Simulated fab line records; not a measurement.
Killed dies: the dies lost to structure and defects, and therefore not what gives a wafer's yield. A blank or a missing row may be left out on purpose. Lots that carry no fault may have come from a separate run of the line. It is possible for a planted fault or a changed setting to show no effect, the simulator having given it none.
fab line records	flow sky130
record: lots: 24	wafers: 72	lastDay: 50
route steps=708 shown VIA2@523 CAPM@549 METAL3@569 VIA3@574
lots untouched by any fault: they come from a run of this same line in which no faults occurred
startH: the number of hours between the record's first day and the start of the first shown wafer of the lot	waitH: how many hours have passed since the lot's step before this one	" the same as in the row above	L1.1+2: a single row standing in for several wafers	- either no value or no given start	* or withheld: withheld	< > ~ a bound
route shown NAME@n: names a module that has steps shown in the file, with the first one's number in the route	usual: average and standard deviation across the fault-free wafers	same: alike in all rows	chamber/n: place in a boat	sites: readings site by site	_std_site: standard deviation across them	_edge_site: outer sites' mean less inner sites'	radiusMm: for every site, how far away it sits from the centre of the wafer	mask NAME#n: copy n	behind: tool/chamber where the wafer was last shaped	hold: the reason the lot was held/the length of the hold in hours/how it ended	device: whichever transistor did not switch (one of n, p or np)	end of line: at the end of the route, the tests of the same wafers	for a step that has no rows: nothing shown but its recipe	killed: dies that structure and defects cost at the first sort, which is not the same as the wafer's yield	map: the dies of a wafer, with x for killed, . for not killed, _ for no die there
set.NAME: the setting as run; set.NAME@STEP: as run at that earlier step	model.NAME: the simulator's own value behind a step, which no gauge read
a sample of lots followed through the steps of the route, with each step as a table and each wafer as a row
services: when a tool's chamber went out of use (startH, in hours from the record's first day, below 0 if earlier), for how many hours, and the reason
== steps ==
step: SKY_VIA2_STRIP_16
recipe: chemistry: O2/N2	powerW: 1400	pressureMtorr: 1500	platenTempC: withheld	o2FlowSccm: 3000	n2FlowSccm: 300	overashFraction: 0.5
usual: drypumpMotorCurrentA: 5.78/0.27	oesProductAu: 0.398/0.0049	stripTimeToEndpointS: 4.05/0.041
lot.wafer	tool	chamber	startH	waitH	drypumpMotorCurrentA	oesProductAu	rfHoursCounterH	stripTimeToEndpointS
L074.2	plasmaAsher-01	1	841.62	0.0	5.45	0.401	71	4.03
L074.3	"	1	"	"	5.46	0.404	-	4.14
L074.4	"	0	"	"	6.02	0.397	-	4.02
L075.2	plasmaAsher-01	1	845.78	0.0	5.47	0.396	72	4.11
L075.4	"	1	"	"	5.44	0.397	-	4.09
L075.5	"	0	"	"	6.01	0.398	-	4.02
L076.3	plasmaAsher-01	1	856.43	0.1	5.40	0.401	-	4.05
L076.4	"	0	"	"	5.99	0.400	-	4.07
L076.6	"	0	"	"	6.01	0.405	-	4.06
L077.2	plasmaAsher-04	1	863.40	0.0	5.82	0.402	11	4.09
L077.3	"	1	"	"	5.81	0.400	-	4.07
L077.4	"	0	"	"	6.16	0.398	-	4.05
L078.2	plasmaAsher-02	1	875.64	0.0	5.47	0.403	110	4.05
L078.4	"	1	"	"	5.47	0.396	-	4.04
L078.6	"	1	"	"	5.48	0.395	-	4.06
L079.3	plasmaAsher-01	0	882.65	0.1	6.02	0.393	-	3.98
L079.5	"	1	"	"	5.45	0.394	-	4.02
L079.6	"	0	"	"	6.00	0.396	-	3.97
L081.2	plasmaAsher-01	1	893.75	0.0	5.45	0.403	76	4.06
L081.3	"	1	"	"	5.46	0.392	-	4.02
L081.5	"	0	"	"	6.02	0.397	-	4.12
L080.1	plasmaAsher-04	0	901.52	0.0	6.18	0.388	15	4.04
L080.2	"	1	"	"	5.78	0.404	15	4.06
L080.4	"	1	"	"	5.79	0.392	-	4.02
L082.1	plasmaAsher-01	0	906.15	0.0	6.00	0.394	78	4.04
L082.5	"	0	"	"	5.96	0.400	-	4.06
L082.6	"	1	"	"	5.41	0.401	-	4.11
L083.1	plasmaAsher-01	1	926.44	0.0	5.42	0.397	80	4.05
L083.3	"	1	"	"	5.42	0.397	-	3.97
L083.4	"	0	"	"	6.02	0.396	-	4.03
L084.1	plasmaAsher-04	1	944.27	0.0	5.76	0.399	20	4.03
L084.2	"	0	"	"	6.19	0.400	20	4.05
L084.6	"	1	"	"	5.75	0.398	-	4.04
L085.1	plasmaAsher-01	0	945.39	0.0	6.02	0.392	82	3.98
L085.3	"	1	"	"	5.45	0.402	-	4.02
L085.4	"	0	"	"	6.05	0.389	-	4.06
L086.1	plasmaAsher-04	1	948.45	0.0	5.77	0.398	20	4.08
L086.4	"	1	"	"	5.78	0.401	-	4.09
L086.6	"	0	"	"	6.18	0.401	-	4.13
L087.1	plasmaAsher-04	0	949.40	0.0	6.20	0.402	20	4.04
L087.5	"	1	"	"	5.79	0.393	-	4.00
L087.6	"	0	"	"	6.19	0.404	-	4.07
L088.1	plasmaAsher-04	0	955.04	0.0	6.17	0.388	21	3.99
L088.2	"	1	"	"	5.79	0.397	21	4.05
L088.4	"	1	"	"	5.79	0.398	-	4.02
L089.1	plasmaAsher-04	1	958.67	0.0	5.77	0.395	21	4.07
L089.2	"	0	"	"	6.17	0.400	21	4.06
L089.6	"	1	"	"	5.77	0.398	-	4.06
L090.3	plasmaAsher-02	0	960.83	0.1	5.70	0.398	-	4.10
L090.5	"	0	"	"	5.71	0.393	-	4.01
L090.6	"	1	"	"	5.45	0.390	-	4.01
L092.1	plasmaAsher-02	0	976.54	0.0	5.72	0.394	119	4.01
L092.4	"	1	"	"	5.47	0.404	-	4.07
L092.5	"	1	"	"	5.48	0.395	-	4.07
L091.2	plasmaAsher-02	0	977.07	0.0	5.72	0.394	119	4.10
L091.3	"	1	"	"	5.47	0.400	-	4.05
L091.5	"	0	"	"	5.72	0.392	-	4.10
L093.4	plasmaAsher-02	1	981.61	0.0	5.46	0.396	-	4.02
L093.5	"	1	"	"	5.45	0.398	-	4.04
L093.6	"	0	"	"	5.71	0.400	-	4.06
L094.1	plasmaAsher-02	1	989.79	0.0	5.47	0.398	121	3.98
L094.2	"	0	"	"	5.74	0.401	121	4.09
L094.5	"	0	"	"	5.75	0.403	-	4.00
L095.1	plasmaAsher-04	0	992.67	0.0	6.15	0.390	25	3.96
L095.4	"	0	"	"	6.15	0.396	-	4.01
L095.6	"	0	"	"	6.16	0.396	-	4.06
L096.2	plasmaAsher-04	1	995.82	0.0	5.78	0.397	26	4.12
L096.4	"	1	"	"	5.76	0.412	-	4.07
L096.5	"	0	"	"	6.18	0.399	-	4.06
L097.1	plasmaAsher-02	1	1007.84	0.0	5.48	0.405	123	4.11
L097.2	"	0	"	"	5.74	0.400	123	4.09
L097.3	"	0	"	"	5.73	0.401	-	4.11
step: SKY_VIA2_THK_MEAS_23
recipe: thkMeasGauge: xrf	reads: W_of_VIA2_CVD_21
usual: VIA2_W_THK: 418/6.9
lot.wafer	tool	chamber	startH	waitH	VIA2_W_THK[nm]
L074.2	filmMetro-01	-	842.53	0.1	429
L074.3	"	-	"	"	416
L074.4	"	-	"	"	429
L075.2	filmMetro-03	-	846.69	0.1	424
L075.4	"	-	"	"	422
L075.5	"	-	"	"	431
L076.3	filmMetro-02	-	857.32	0.1	414
L076.4	"	-	"	"	419
L076.6	"	-	"	"	415
L077.2	filmMetro-01	-	864.32	0.1	415
L077.3	"	-	"	"	423
L077.4	"	-	"	"	407
L078.2	filmMetro-02	-	876.60	0.1	424
L078.4	"	-	"	"	417
L078.6	"	-	"	"	409
L079.3	filmMetro-03	-	883.54	0.1	420
L079.5	"	-	"	"	425
L079.6	"	-	"	"	419
L081.2	filmMetro-02	-	894.66	0.1	431
L081.3	"	-	"	"	419
L081.5	"	-	"	"	418
L080.1	filmMetro-03	-	902.43	0.1	416
L080.2	"	-	"	"	416
L080.4	"	-	"	"	416
L082.1	filmMetro-02	-	907.12	0.1	410
L082.5	"	-	"	"	430
L082.6	"	-	"	"	417
L083.1	filmMetro-03	-	927.41	0.1	426
L083.3	"	-	"	"	431
L083.4	"	-	"	"	417
L084.1	filmMetro-01	-	945.17	0.1	434
L084.2	"	-	"	"	421
L084.6	"	-	"	"	418
L085.1	filmMetro-02	-	946.30	0.1	429
L085.3	"	-	"	"	424
L085.4	"	-	"	"	415
L086.1	filmMetro-02	-	949.36	0.1	425
L086.4	"	-	"	"	415
L086.6	"	-	"	"	409
L087.1	filmMetro-02	-	950.35	0.1	405
L087.5	"	-	"	"	405
L087.6	"	-	"	"	407
L088.1	filmMetro-03	-	955.95	0.1	411
L088.2	"	-	"	"	422
L088.4	"	-	"	"	421
L089.1	filmMetro-01	-	959.58	0.1	424
L089.2	"	-	"	"	414
L089.6	"	-	"	"	415
L090.3	filmMetro-02	-	961.72	0.1	420
L090.5	"	-	"	"	426
L090.6	"	-	"	"	415
L092.1	filmMetro-01	-	977.45	0.1	408
L092.4	"	-	"	"	417
L092.5	"	-	"	"	413
L091.2	filmMetro-03	-	977.98	0.1	413
L091.3	"	-	"	"	422
L091.5	"	-	"	"	419
L093.4	filmMetro-03	-	982.51	0.1	410
L093.5	"	-	"	"	412
L093.6	"	-	"	"	425
L094.1	filmMetro-02	-	990.70	0.1	412
L094.2	"	-	"	"	424
L094.5	"	-	"	"	410
L095.1	filmMetro-01	-	993.57	0.1	410
L095.4	"	-	"	"	413
L095.6	"	-	"	"	414
L096.2	filmMetro-03	-	996.86	0.1	422
L096.4	"	-	"	"	422
L096.5	"	-	"	"	421
L097.1	filmMetro-02	-	1008.75	0.1	409
L097.2	"	-	"	"	404
L097.3	"	-	"	"	410
step: SKY_CAPM_OVL_MEAS_12
usual: CAPM_OVL: 0.6/1.4
lot.wafer	tool	chamber	startH	waitH	CAPM_OVL[nm]
L074.2	overlay-01	-	869.57	0.1	3.0
L074.3	"	-	"	"	0.0
L074.4	"	-	"	"	-1.0
L075.2	overlay-02	-	873.37	0.1	1.4
L075.4	"	-	"	"	1.8
L075.5	"	-	"	"	2.7
L076.3	overlay-02	-	883.59	0.1	2.7
L076.4	"	-	"	"	2.7
L076.6	"	-	"	"	2.4
L077.2	overlay-02	-	890.24	0.1	1.6
L077.3	"	-	"	"	1.0
L077.4	"	-	"	"	1.3
L078.2	overlay-02	-	902.67	0.1	-1.3
L078.4	"	-	"	"	-0.5
L078.6	"	-	"	"	-1.7
L079.3	overlay-02	-	909.34	0.1	0.9
L079.5	"	-	"	"	-0.8
L079.6	"	-	"	"	-0.2
L081.2	overlay-02	-	920.45	0.1	2.9
L081.3	"	-	"	"	1.7
L081.5	"	-	"	"	1.5
L080.1	overlay-02	-	927.62	0.1	-0.6
L080.2	"	-	"	"	-1.5
L080.4	"	-	"	"	0.3
L082.1	overlay-02	-	932.84	0.1	-0.8
L082.5	"	-	"	"	-0.9
L082.6	"	-	"	"	-2.2
L083.1	overlay-02	-	952.33	0.1	1.1
L083.3	"	-	"	"	0.0
L083.4	"	-	"	"	1.8
L084.1	overlay-02	-	969.83	0.1	3.0
L084.2	"	-	"	"	-0.6
L084.6	"	-	"	"	1.7
L085.1	overlay-02	-	971.37	0.1	0.0
L085.3	"	-	"	"	0.6
L085.4	"	-	"	"	1.9
L086.1	overlay-02	-	973.94	0.1	-0.1
L086.4	"	-	"	"	-2.0
L086.6	"	-	"	"	0.2
L087.1	overlay-02	-	975.05	0.1	-0.4
L087.5	"	-	"	"	1.7
L087.6	"	-	"	"	-0.3
L088.1	overlay-02	-	981.39	1.0	-0.3
L088.2	"	-	"	"	2.8
L088.4	"	-	"	"	0.4
L089.1	overlay-02	-	984.27	0.1	-0.1
L089.2	"	-	"	"	2.4
L089.6	"	-	"	"	-0.6
L090.3	overlay-02	-	986.19	0.1	0.0
L090.5	"	-	"	"	1.4
L090.6	"	-	"	"	-1.5
L092.1	overlay-02	-	1001.19	0.1	-1.4
L092.4	"	-	"	"	-1.1
L092.5	"	-	"	"	-2.1
L091.2	overlay-02	-	1001.82	0.1	-0.2
L091.3	"	-	"	"	1.3
L091.5	"	-	"	"	1.3
L093.4	overlay-01	-	1006.74	0.1	2.0
L093.5	"	-	"	"	1.0
L093.6	"	-	"	"	1.0
L094.1	overlay-02	-	1014.07	0.1	4.1
L094.2	"	-	"	"	3.1
L094.5	"	-	"	"	3.0
L095.1	overlay-01	-	1017.03	0.1	2.3
L095.4	"	-	"	"	3.0
L095.6	"	-	"	"	2.6
L096.2	overlay-02	-	1021.25	0.1	0.0
L096.4	"	-	"	"	0.0
L096.5	"	-	"	"	-2.1
L097.1	overlay-02	-	1031.88	0.1	0.3
L097.2	"	-	"	"	-0.5
L097.3	"	-	"	"	0.5
step: SKY_METAL3_STRIP_19
recipe: chemistry: O2/N2	powerW: 1400	pressureMtorr: 1500	platenTempC: withheld	o2FlowSccm: 3000	n2FlowSccm: 300	overashFraction: 0.5
usual: drypumpMotorCurrentA: 5.7/0.35	oesProductAu: 0.499/0.0087	stripTimeToEndpointS: 6.44/0.17
lot.wafer	tool	chamber	startH	waitH	drypumpMotorCurrentA	oesProductAu	rfHoursCounterH	stripTimeToEndpointS
L074.2	plasmaAsher-04	0	896.14	0.1	6.2	0.507	14	6.73
L074.3	"	1	"	"	5.8	0.521	-	6.81
L074.4	"	0	"	"	6.2	0.507	-	6.72
L075.2	plasmaAsher-03	0	900.50	0.1	5.6	0.496	44	6.40
L075.4	"	1	"	"	5.1	0.496	-	6.39
L075.5	"	1	"	"	5.1	0.490	-	6.23
L076.3	plasmaAsher-04	0	910.36	0.1	6.2	0.490	-	6.31
L076.4	"	1	"	"	5.8	0.503	-	6.45
L076.6	"	1	"	"	5.7	0.502	-	6.51
L077.2	plasmaAsher-04	0	915.93	0.1	6.2	0.502	17	6.50
L077.3	"	0	"	"	6.2	0.496	-	6.31
L077.4	"	1	"	"	5.8	0.497	-	6.45
L078.2	plasmaAsher-04	1	928.45	0.1	5.8	0.517	18	6.71
L078.4	"	0	"	"	6.2	0.517	-	6.70
L078.6	"	1	"	"	5.8	0.509	-	6.68
L079.3	plasmaAsher-01	0	935.03	0.1	6.0	0.502	-	6.53
L079.5	"	0	"	"	6.0	0.487	-	6.32
L079.6	"	1	"	"	5.4	0.503	-	6.48
L081.2	plasmaAsher-03	0	946.24	0.1	5.6	0.492	49	6.33
L081.3	"	0	"	"	5.6	0.496	-	6.30
L081.5	"	1	"	"	5.1	0.501	-	6.45
L080.1	plasmaAsher-01	0	953.20	0.1	6.0	0.493	83	6.25
L080.2	"	1	"	"	5.4	0.498	83	6.47
L080.4	"	1	"	"	5.4	0.495	-	6.27
L082.1	plasmaAsher-01	1	958.35	0.1	5.4	0.492	83	6.22
L082.5	"	0	"	"	6.0	0.501	-	6.39
L082.6	"	1	"	"	5.4	0.481	-	6.20
L083.1	plasmaAsher-03	0	976.85	0.1	5.7	0.491	52	6.25
L083.3	"	0	"	"	5.7	0.501	-	6.36
L083.4	"	1	"	"	5.1	0.499	-	6.25
L084.1	plasmaAsher-04	1	994.70	0.1	5.8	0.490	25	6.43
L084.2	"	0	"	"	6.2	0.496	25	6.39
L084.6	"	0	"	"	6.2	0.507	-	6.44
L085.1	plasmaAsher-04	0	996.48	0.1	6.2	0.496	26	6.37
L085.3	"	0	"	"	6.2	0.495	-	6.46
L085.4	"	1	"	"	5.8	0.495	-	6.37
L086.1	plasmaAsher-03	1	998.67	0.1	5.1	0.515	55	6.80
L086.4	"	0	"	"	5.6	0.511	-	6.65
L086.6	"	0	"	"	5.6	0.514	-	6.78
L087.1	plasmaAsher-03	0	999.59	0.1	5.6	0.489	55	6.19
L087.5	"	1	"	"	5.2	0.488	-	6.21
L087.6	"	0	"	"	5.6	0.495	-	6.44
L088.1	plasmaAsher-03	0	1006.14	0.1	5.6	0.496	56	6.29
L088.2	"	1	"	"	5.1	0.506	56	6.45
L088.4	"	0	"	"	5.6	0.495	-	6.42
L089.1	plasmaAsher-03	1	1008.77	0.1	5.1	0.492	56	6.37
L089.2	"	0	"	"	5.6	0.515	56	6.45
L089.6	"	1	"	"	5.2	0.492	-	6.38
L090.3	plasmaAsher-03	1	1010.98	0.1	5.1	0.493	-	6.26
L090.5	"	0	"	"	5.6	0.498	-	6.27
L090.6	"	1	"	"	5.1	0.489	-	6.31
L092.1	plasmaAsher-03	1	1025.34	0.1	5.2	0.507	58	6.65
L092.4	"	1	"	"	5.1	0.515	-	6.72
L092.5	"	0	"	"	5.6	0.520	-	6.69
L091.2	plasmaAsher-01	0	1025.80	0.1	6.0	0.492	87	6.27
L091.3	"	1	"	"	5.4	0.499	-	6.42
L091.5	"	1	"	"	5.5	0.495	-	6.42
L093.4	plasmaAsher-01	0	1030.43	0.1	6.0	0.489	-	6.33
L093.5	"	0	"	"	6.0	0.494	-	6.30
L093.6	"	1	"	"	5.4	0.493	-	6.40
L094.1	plasmaAsher-01	0	1037.00	0.1	6.0	0.492	88	6.39
L094.2	"	1	"	"	5.5	0.496	88	6.37
L094.5	"	1	"	"	5.5	0.500	-	6.45
L095.1	plasmaAsher-03	0	1040.92	0.1	5.6	0.508	58	6.50
L095.4	"	0	"	"	5.6	0.507	-	6.60
L095.6	"	0	"	"	5.6	0.498	-	6.52
L096.2	plasmaAsher-04	1	1044.65	0.1	5.8	0.510	30	6.67
L096.4	"	1	"	"	5.8	0.510	-	6.67
L096.5	"	1	"	"	5.8	0.519	-	6.67
L097.1	plasmaAsher-01	1	1054.48	0.2	5.4	0.495	90	6.35
L097.2	"	0	"	"	6.0	0.503	90	6.54
L097.3	"	0	"	"	6.0	0.498	-	6.34
step: SKY_VIA3_THK_MEAS_01
recipe: reads: SiO2_of_VIA3_HDPCVD_00
usual: VIA3_HDPCVD_THK: 1637/20
lot.wafer	tool	chamber	startH	waitH	VIA3_HDPCVD_THK[nm]
L074.2	filmMetro-03	-	896.91	0.1	1614
L074.3	"	-	"	"	1627
L074.4	"	-	"	"	1635
L075.2	filmMetro-04	-	901.28	0.1	1663
L075.4	"	-	"	"	1641
L075.5	"	-	"	"	1673
L076.3	filmMetro-03	-	911.10	0.1	1619
L076.4	"	-	"	"	1646
L076.6	"	-	"	"	1633
L077.2	filmMetro-03	-	916.71	0.1	1663
L077.3	"	-	"	"	1651
L077.4	"	-	"	"	1666
L078.2	filmMetro-04	-	929.24	0.1	1620
L078.4	"	-	"	"	1610
L078.6	"	-	"	"	1652
L079.3	filmMetro-02	-	935.92	0.1	1628
L079.5	"	-	"	"	1643
L079.6	"	-	"	"	1614
L081.2	filmMetro-04	-	947.01	0.1	1676
L081.3	"	-	"	"	1649
L081.5	"	-	"	"	1653
L080.1	filmMetro-03	-	954.00	0.1	1606
L080.2	"	-	"	"	1595
L080.4	"	-	"	"	1627
L082.1	filmMetro-04	-	959.15	0.1	1596
L082.5	"	-	"	"	1593
L082.6	"	-	"	"	1613
L083.1	filmMetro-02	-	977.67	0.1	1616
L083.3	"	-	"	"	1671
L083.4	"	-	"	"	1667
L084.1	filmMetro-04	-	995.46	0.1	1651
L084.2	"	-	"	"	1660
L084.6	"	-	"	"	1621
L085.1	filmMetro-04	-	997.24	0.1	1625
L085.3	"	-	"	"	1657
L085.4	"	-	"	"	1655
L086.1	filmMetro-02	-	999.43	0.1	1641
L086.4	"	-	"	"	1647
L086.6	"	-	"	"	1650
L087.1	filmMetro-03	-	1000.35	0.1	1639
L087.5	"	-	"	"	1631
L087.6	"	-	"	"	1624
L088.1	filmMetro-04	-	1006.93	0.1	1677
L088.2	"	-	"	"	1646
L088.4	"	-	"	"	1626
L089.1	filmMetro-04	-	1009.58	0.1	1654
L089.2	"	-	"	"	1673
L089.6	"	-	"	"	1641
L090.3	filmMetro-04	-	1011.81	0.1	1657
L090.5	"	-	"	"	1646
L090.6	"	-	"	"	1615
L092.1	filmMetro-02	-	1026.11	0.1	1619
L092.4	"	-	"	"	1640
L092.5	"	-	"	"	1649
L091.2	filmMetro-02	-	1026.60	0.1	1642
L091.3	"	-	"	"	1640
L091.5	"	-	"	"	1637
L093.4	filmMetro-04	-	1031.19	0.0	1652
L093.5	"	-	"	"	1642
L093.6	"	-	"	"	1645
L094.1	filmMetro-03	-	1037.83	0.1	1636
L094.2	"	-	"	"	1660
L094.5	"	-	"	"	1634
L095.1	filmMetro-03	-	1041.75	0.1	1624
L095.4	"	-	"	"	1647
L095.6	"	-	"	"	1620
L096.2	filmMetro-03	-	1045.48	0.1	1629
L096.4	"	-	"	"	1625
L096.5	"	-	"	"	1635
L097.1	filmMetro-02	-	1055.24	0.1	1616
L097.2	"	-	"	"	1642
L097.3	"	-	"	"	1615
step: SKY_VIA3_CMP_02
recipe: material: SiO2	downForcePsi: 4	platenRpm: 60	padVelocityMS: 0.94248
usual: motorCurrentA: 12.1/1.2
lot.wafer	tool	chamber	startH	waitH	motorCurrentA
L074.3	cmp-02	1	896.96	0.0	12.3
L074.2	"	3	"	"	13.9
L074.4	"	0	"	"	11.7
L075.4	cmp-01	3	901.51	0.2	11.4
L075.2	"	0	"	"	12.7
L075.5	"	0	"	"	12.3
L076.3	cmp-02	0	911.24	0.1	12.0
L076.4	"	1	"	"	12.8
L076.6	"	3	"	"	13.4
L077.3	cmp-01	3	916.89	0.2	11.2
L077.4	"	0	"	"	12.2
L077.2	"	2	"	"	12.3
L078.2	cmp-01	0	929.34	0.1	12.4
L078.4	"	2	"	"	12.5
L078.6	"	3	"	"	11.0
L079.3	cmp-02	3	936.06	0.1	14.2
L079.5	"	1	"	"	12.3
L079.6	"	2	"	"	10.2
L081.2	cmp-02	2	947.06	0.0	10.3
L081.3	"	1	"	"	12.2
L081.5	"	2	"	"	10.6
L080.2	cmp-01	1	954.09	0.1	11.9
L080.1	"	2	"	"	12.2
L080.4	"	0	"	"	12.2
L082.1	cmp-02	1	959.21	0.1	12.4
L082.6	"	1	"	"	11.9
L082.5	"	2	"	"	10.3
L083.3	cmp-01	3	977.73	0.0	11.3
L083.4	"	1	"	"	11.8
L083.1	"	2	"	"	11.9
L084.1	cmp-01	1	995.62	0.1	11.4
L084.2	"	2	"	"	12.3
L084.6	"	0	"	"	12.5
L085.1	cmp-02	3	997.35	0.1	13.6
L085.4	"	0	"	"	12.2
L085.3	"	1	"	"	12.7
L086.4	cmp-02	3	999.49	0.0	13.6
L086.1	"	2	"	"	10.9
L086.6	"	0	"	"	11.8
L087.1	cmp-02	1	1000.46	0.1	12.3
L087.6	"	0	"	"	11.7
L087.5	"	1	"	"	12.4
L088.2	cmp-02	2	1006.99	0.0	10.1
L088.1	"	3	"	"	14.1
L088.4	"	0	"	"	12.4
L089.1	cmp-01	3	1009.69	0.1	11.6
L089.2	"	0	"	"	13.1
L089.6	"	2	"	"	12.8
L090.3	cmp-01	1	1011.90	0.1	11.6
L090.6	"	0	"	"	12.8
L090.5	"	1	"	"	10.5
L092.1	cmp-01	2	1026.22	0.1	12.2
L092.4	"	3	"	"	11.5
L092.5	"	2	"	"	12.3
L091.2	cmp-02	2	1026.65	0.0	10.4
L091.3	"	3	"	"	14.9
L091.5	"	3	"	"	14.2
L093.4	cmp-01	3	1031.22	0.0	11.6
L093.5	"	3	"	"	11.9
L093.6	"	0	"	"	13.3
L094.2	cmp-02	3	1037.99	0.1	12.9
L094.1	"	0	"	"	11.7
L094.5	"	1	"	"	12.4
L095.1	cmp-01	3	1041.89	0.1	11.3
L095.4	"	2	"	"	12.3
L095.6	"	0	"	"	12.1
L096.2	cmp-01	3	1045.74	0.3	11.6
L096.4	"	0	"	"	12.5
L096.5	"	1	"	"	11.1
L097.2	cmp-02	3	1055.30	0.0	14.4
L097.1	"	1	"	"	12.4
L097.3	"	2	"	"	10.1
== services ==
tool	chamber	startH	hours	kind
cmp-02	-	844.40	1.8	repair
cmp-02	-	855.19	4.2	repair
cmp-02	-	859.43	3.9	pm
cmp-01	-	860.29	2.5	repair
cmp-01	-	872.59	1.9	repair
plasmaAsher-02	-	898.92	14.6	pm
plasmaAsher-01	-	901.07	0.8	repair
cmp-01	-	912.02	4.0	pm
plasmaAsher-01	-	912.26	4.3	pm
cmp-01	-	916.02	-	consumableReplace:conditioner
cmp-01	-	916.02	-	consumableReplace:pad
plasmaAsher-03	-	956.01	2.8	pm
plasmaAsher-04	-	959.73	1.6	repair
plasmaAsher-01	-	961.34	35.7	repair
cmp-02	-	980.09	0.9	repair
plasmaAsher-04	-	999.11	3.3	repair
plasmaAsher-03	-	1025.48	12.0	repair
cmp-02	-	1039.04	7.8	pm
plasmaAsher-02	-	1055.25	9.0	pm
plasmaAsher-02	0	1055.25	9.0	ventCycle
plasmaAsher-02	1	1055.25	9.0	ventCycle
== key ==
fault none
